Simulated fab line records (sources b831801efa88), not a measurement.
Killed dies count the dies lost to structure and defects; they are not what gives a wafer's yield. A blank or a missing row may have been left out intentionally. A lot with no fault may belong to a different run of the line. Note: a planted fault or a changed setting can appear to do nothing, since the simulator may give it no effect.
Split-lot trial | flow sky130 | 23 wafers read from 5 lots, route of 708 steps

ON THE SPLIT
At SKY_VIA2_HDPCVD_00 (deposits SiO2, target thk 1180 nm, time 196.7 s), the setting timeS was moved away from the recipe's 196.7 s on 8 of the 23 wafers read, by -14.1% to -5.5%. The other wafers ran this setting at the recipe's value.

Split to reading: the file shows no intervening step.

THE READING
VIA2_HDPCVD_THK in nanometres, read at SKY_VIA2_THK_MEAS_01. Fault-free wafers of this fab line usually give 1185 nm, standard deviation 13 nm.

wafer  | tool, chamber at the split | timeS as run, s | against the recipe | VIA2_HDPCVD_THK, nm | against lot-mates on the recipe
L076.2 | hdpcvd-02, 1               | 196.7           | recipe             | 1192                | -
L076.3 | hdpcvd-02, 0               | 196.7           | recipe             | 1199                | -
L076.4 | hdpcvd-02, 0               | 169             | -14.1%             | 1031                | -164
L076.5 | hdpcvd-02, 1               | 169             | -14.1%             | 1024                | -172
L076.6 | hdpcvd-02, 2               | 169             | -14.1%             | 1029                | -166
L079.1 | hdpcvd-02, 1               | 196.7           | recipe             | 1198                | -
L079.2 | hdpcvd-02, 0,2             | 196.7           | recipe             | 1215                | -
L079.3 | hdpcvd-02, 0,2             | 196.7           | recipe             | 1209                | -
L079.4 | hdpcvd-02, 1               | 196.7           | recipe             | 1196                | -
L079.5 | hdpcvd-02, 2               | 196.7           | recipe             | 1220                | -
L081.1 | hdpcvd-01, 1               | 196.7           | recipe             | 1201                | -
L081.2 | hdpcvd-01, 2               | 196.7           | recipe             | 1170                | -
L081.6 | hdpcvd-01, 1               | 196.7           | recipe             | 1192                | -
L080.1 | hdpcvd-02, 1               | 173.4           | -11.8%             | 1035                | -135
L080.3 | hdpcvd-02, 0               | 196.7           | recipe             | 1177                | -
L080.4 | hdpcvd-02, 2               | 173.4           | -11.8%             | 1019                | -151
L080.5 | hdpcvd-02, 1               | 173.4           | -11.8%             | 1041                | -129
L080.6 | hdpcvd-02, 0               | 196.7           | recipe             | 1163                | -
L085.1 | hdpcvd-02, 2               | 185.9           | -5.5%              | 1129                | -46
L085.2 | hdpcvd-02, 0               | 185.9           | -5.5%              | 1101                | -74
L085.4 | hdpcvd-02, 0               | 196.7           | recipe             | 1182                | -
L085.5 | hdpcvd-02, 1               | 196.7           | recipe             | 1158                | -
L085.6 | hdpcvd-02, 2               | 196.7           | recipe             | 1186                | -
If several chambers appear in one row, that row covers several wafers at once and the file leaves open which wafer was in which chamber.

THE FIT
A straight line over all 23 wafers: VIA2_HDPCVD_THK changes by +12.3 nm for each +1% of timeS; r = +0.97; the points scatter about the line by 17 nm.
The same after taking each lot's own level away (the mean of its wafers on the recipe; 23 wafers): +11.8 nm for each +1%; r = +0.99; scatter 10 nm.
According to that fit, moving timeS by its largest amount changes the reading by 1.7e+02 nm.
The span of the lots' own levels, 1170.0 to 1207.6 nm, comes to 2.9 times the standard deviation stated above.
So the lot-to-lot level changes the slope little: the two slopes agree.
Check: for one of the wafers moved furthest among these (-14.1%), held out of the fit, the line's prediction against its lot-mates is -166 nm. It came out at -164 nm against them.

FURTHER SPLITS ON THESE WAFERS
Before the reading, these wafers also passed through other splits. Each is held against what the fit with the lots' levels taken away leaves over:
other split on the same wafers | wafers away from the commonest value | r with VIA2_HDPCVD_THK (lot level and that fit taken away)
SKY_VIA1_SPUTTER_20 powerW     | 8                                    | -0.41
SKY_METAL2_SPUTTER_01 powerW   | 7                                    | +0.12

THE WHOLE CHAIN: every reading that the file lists as answering this split, in the file's order
step                 | what it does                                    | reading                                                                       | change (the file's fit)              | r (the file's)
SKY_VIA2_HDPCVD_00   | deposits SiO2, target thk 1180 nm, time 196.7 s | SiO2_of_VIA2_HDPCVD_00.thkNm (the simulator's own value, which no gauge read) | +11.9 nm for each +1% of the setting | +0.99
SKY_VIA2_THK_MEAS_01 |                                                 | VIA2_HDPCVD_THK                                                               | +11.7 for each +1% of the setting    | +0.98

THE FILE'S OWN FIT
VIA2_HDPCVD_THK changes by +11.7 nm for each +1% of timeS, r = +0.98.
